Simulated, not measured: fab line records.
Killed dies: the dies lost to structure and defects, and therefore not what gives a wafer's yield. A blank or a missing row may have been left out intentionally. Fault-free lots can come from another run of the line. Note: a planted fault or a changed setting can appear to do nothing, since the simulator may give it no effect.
Which tool did it? + flow gf180mcu + 13 lots with 39 wafers sampled at 6 steps, on a route of 602 steps

## WHAT EACH GAUGE READ, for each wafer
GF_HV_LDD_CD_MEAS_07: the cd target is 400 nm. Usual: cd nm at 400.0 nm, with a standard deviation of 2.3.
| lot  | measured     | on        | cd nm (nm)        | flag |
|------|--------------|-----------|-------------------|------|
| L110 | day 10 04:04 | cd sem-01 | 396.7 395.6 397.9 |      |
| L111 | day 10 11:09 | cd sem-02 | 398.1 398.6 400.0 |      |
| L112 | day 10 21:36 | cd sem-01 | 398.6 400.6 400.8 |      |
| L113 | day 11 04:11 | cd sem-01 | 400.9 398.5 397.9 |      |
| L114 | day 11 09:51 | cd sem-02 | 403.1 400.8 403.4 |      |
| L122 | day 14 05:42 | cd sem-01 | 399.9 403.5 400.7 |      |
| L124 | day 14 14:03 | cd sem-02 | 403.6 402.2 403.2 |      |
| L125 | day 14 21:54 | cd sem-02 | 398.9 396.9 397.2 |      |
| L126 | day 15 08:00 | cd sem-02 | 399.2 397.7 397.5 |      |
| L127 | day 15 15:55 | cd sem-02 | 402.3 400.7 399.9 |      |
| L130 | day 16 11:09 | cd sem-02 | 396.9 397.9 398.4 |      |
| L131 | day 16 20:04 | cd sem-01 | 399.7 401.6 400.3 |      |
| L132 | day 17 03:03 | cd sem-01 | 403.8 403.9 401.2 |      |

GF_HV_LDD_CD_MEAS_19: the cd target is 400 nm. Usual: cd nm at 400.4 nm, with a standard deviation of 2.1.
| lot  | measured     | on        | cd nm (nm)        | flag |
|------|--------------|-----------|-------------------|------|
| L110 | day 10 22:52 | cd sem-01 | 398.2 395.9 396.4 |      |
| L111 | day 11 05:24 | cd sem-01 | 399.0 398.5 399.5 |      |
| L112 | day 11 15:39 | cd sem-01 | - - -             | OFF  |
| L113 | day 11 22:53 | cd sem-01 | 403.6 402.6 406.3 |      |
| L114 | day 12 04:45 | cd sem-02 | - - -             | OFF  |
| L122 | day 15 02:39 | cd sem-02 | 404.9 403.7 402.2 |      |
| L124 | day 15 11:12 | cd sem-01 | 402.6 402.3 402.4 |      |
| L125 | day 15 20:06 | cd sem-01 | 398.6 400.3 399.8 |      |
| L126 | day 16 06:42 | cd sem-02 | 399.8 403.6 403.4 |      |
| L127 | day 16 14:01 | cd sem-02 | 396.1 396.2 398.7 |      |
| L130 | day 17 09:48 | cd sem-02 | 399.9 400.5 398.3 |      |
| L131 | day 17 19:40 | cd sem-02 | 397.1 399.6 397.9 |      |
| L132 | day 18 02:15 | cd sem-02 | 402.3 399.7 399.3 |      |

GF_HV_LDD_OVL_MEAS_20. Usual: for HV_LDD_01_OVL the level is 0.0 nm and the standard deviation is 1.3.
| lot  | measured     | on         | HV_LDD_01_OVL (nm) | flag |
|------|--------------|------------|--------------------|------|
| L110 | day 10 22:59 | overlay-02 | -1.4 -0.1 -2.1     |      |
| L111 | day 11 05:31 | overlay-01 | -3.3 -2.0 -2.7     |      |
| L112 | day 11 15:46 | overlay-02 | - - -              | OFF  |
| L113 | day 11 22:59 | overlay-02 | -0.8 -0.3 -0.9     |      |
| L114 | day 12 04:52 | overlay-02 | - - -              | OFF  |
| L122 | day 15 02:46 | overlay-02 | -2.6 -1.6 -2.2     |      |
| L124 | day 15 11:19 | overlay-01 | 0.4 -0.9 -0.5      |      |
| L125 | day 15 20:13 | overlay-02 | 0.5 -0.9 -1.3      |      |
| L126 | day 16 06:49 | overlay-02 | 2.7 2.2 2.1        |      |
| L127 | day 16 14:05 | overlay-02 | -1.0 0.7 -1.6      |      |
| L130 | day 17 09:55 | overlay-02 | -0.2 -2.0 -1.4     |      |
| L131 | day 17 19:47 | overlay-02 | 1.2 0.5 0.5        |      |
| L132 | day 18 02:22 | overlay-01 | -0.3 -1.5 -1.3     |      |

GF_HV_LDD_TW_MEAS_23. Usual: for HV_LDD_2_TW the level is 1056 and the standard deviation is 7.4.
| lot  | measured     | on            | HV_LDD_2_TW    | flag |
|------|--------------|---------------|----------------|------|
| L110 | day 10 23:16 | film metro-01 | 1046 1045 1043 |      |
| L111 | day 11 05:48 | film metro-03 | 1062 1060 1057 |      |
| L112 | day 11 16:03 | film metro-04 | 30 30 30       | OFF  |
| L113 | day 11 23:17 | film metro-01 | 1048 1049 1042 |      |
| L114 | day 12 05:09 | film metro-04 | 30 30 30       | OFF  |
| L122 | day 15 03:04 | film metro-04 | 1061 1064 1063 |      |
| L124 | day 15 11:36 | film metro-01 | 1051 1053 1056 |      |
| L125 | day 15 20:30 | film metro-03 | 1067 1057 1062 |      |
| L126 | day 16 07:06 | film metro-01 | 1051 1052 1047 |      |
| L127 | day 16 14:23 | film metro-01 | 1055 1049 1043 |      |
| L130 | day 17 10:12 | film metro-03 | 1055 1058 1059 |      |
| L131 | day 17 20:04 | film metro-04 | 1065 1066 1063 |      |
| L132 | day 18 02:39 | film metro-01 | 1045 1039 1048 |      |

## WHAT TOOL EACH LOT RAN ON (gives the tool, then ch and the chambers of the sampled wafers, and finally the start)
| lot  | GF_VT_IMPLANT_RTA_45             | GF_HV_LDD_DEVELOP_18              |
|------|----------------------------------|-----------------------------------|
| L110 | rtp anneal-02 ch 0, day 7 17:47  | litho track-04 ch 0, day 10 22:44 |
| L111 | rtp anneal-01 ch 0, day 8 00:46  | litho track-01 ch 0, day 11 05:15 |
| L112 | rtp anneal-02 ch 0, day 8 07:38  | litho track-01 ch 0, day 11 15:30 |
| L113 | rtp anneal-02 ch 0, day 8 15:29  | litho track-02 ch 0, day 11 22:45 |
| L114 | rtp anneal-02 ch 0, day 8 22:30  | litho track-01 ch 0, day 12 04:36 |
| L122 | rtp anneal-02 ch 0, day 11 05:21 | litho track-04 ch 0, day 15 02:30 |
| L124 | rtp anneal-02 ch 0, day 11 18:42 | litho track-01 ch 0, day 15 11:03 |
| L125 | rtp anneal-02 ch 0, day 12 01:43 | litho track-01 ch 0, day 15 19:57 |
| L126 | rtp anneal-02 ch 0, day 12 08:21 | litho track-01 ch 0, day 16 06:33 |
| L127 | rtp anneal-02 ch 0, day 12 16:49 | litho track-02 ch 0, day 16 13:53 |
| L130 | rtp anneal-02 ch 0, day 13 09:15 | litho track-01 ch 0, day 17 09:39 |
| L131 | rtp anneal-01 ch 0, day 13 18:37 | litho track-04 ch 0, day 17 19:32 |
| L132 | rtp anneal-02 ch 0, day 14 00:49 | litho track-01 ch 0, day 18 02:06 |
- GF_VT_IMPLANT_RTA_45: time 30 s.
- GF_HV_LDD_DEVELOP_18: develop time 60 s.

## AS READ BY THE TOOLS THEMSELVES (means over the sampled wafers that have a number; for cases with no such wafer, the mark the record gives instead)
GF_VT_IMPLANT_RTA_45. Usual: lamp power pct 31.9 %, standard deviation 0.69; wafer_temp_C_max 1056.6, standard deviation 2.
| lot  | tool          | lamp power pct (%) | wafer_temp_C_max | flag |
|------|---------------|--------------------|------------------|------|
| L110 | rtp anneal-02 | 32.6               | 1056.1           |      |
| L111 | rtp anneal-01 | 31.2               | 1059.1           |      |
| L112 | rtp anneal-02 | 32.6               | 1053.8           |      |
| L113 | rtp anneal-02 | 32.6               | 1054.0           |      |
| L114 | rtp anneal-02 | 32.6               | 1055.1           |      |
| L122 | rtp anneal-02 | 32.5               | 1055.6           |      |
| L124 | rtp anneal-02 | 32.6               | 1054.5           |      |
| L125 | rtp anneal-02 | 32.5               | 1056.1           |      |
| L126 | rtp anneal-02 | 32.6               | 1056.4           |      |
| L127 | rtp anneal-02 | 32.6               | 1055.6           |      |
| L130 | rtp anneal-02 | 32.6               | 1055.0           |      |
| L131 | rtp anneal-01 | 31.2               | 1058.3           |      |
| L132 | rtp anneal-02 | 32.6               | 1055.6           |      |

## THE ANSWER, worked out from the rows above alone
Rule: lot off if the mean of its wafers having a number is beyond 3 standard deviations from the usual mean. Also off: a lot with no number at a reading for which 4 or more lots have one. All remaining lots with rows at the step are treated as sound. After the gauges, taken in route order, come the tools' own readings; for these a lot's mean is taken, as printed above. The first step at which some lot is off is used, and at that step the reading that is off furthest; a lot without a number counts as furthest.
Off: L112, L114 (GF_HV_LDD_CD_MEAS_19, cd nm). Without a number there: L112, L114.
If a tool, at a process step before that reading, ran all the lots that are off and no sound lot after the first of them, it fits. Not tried: the gauges at GF_HV_LDD_CD_MEAS_19; whatever is off there is also off at GF_HV_LDD_OVL_MEAS_20, on other tools, and gauge error can't account for it. Not one of the candidates tried fits.

## WHAT THE SIMULATOR HAD INSERTED
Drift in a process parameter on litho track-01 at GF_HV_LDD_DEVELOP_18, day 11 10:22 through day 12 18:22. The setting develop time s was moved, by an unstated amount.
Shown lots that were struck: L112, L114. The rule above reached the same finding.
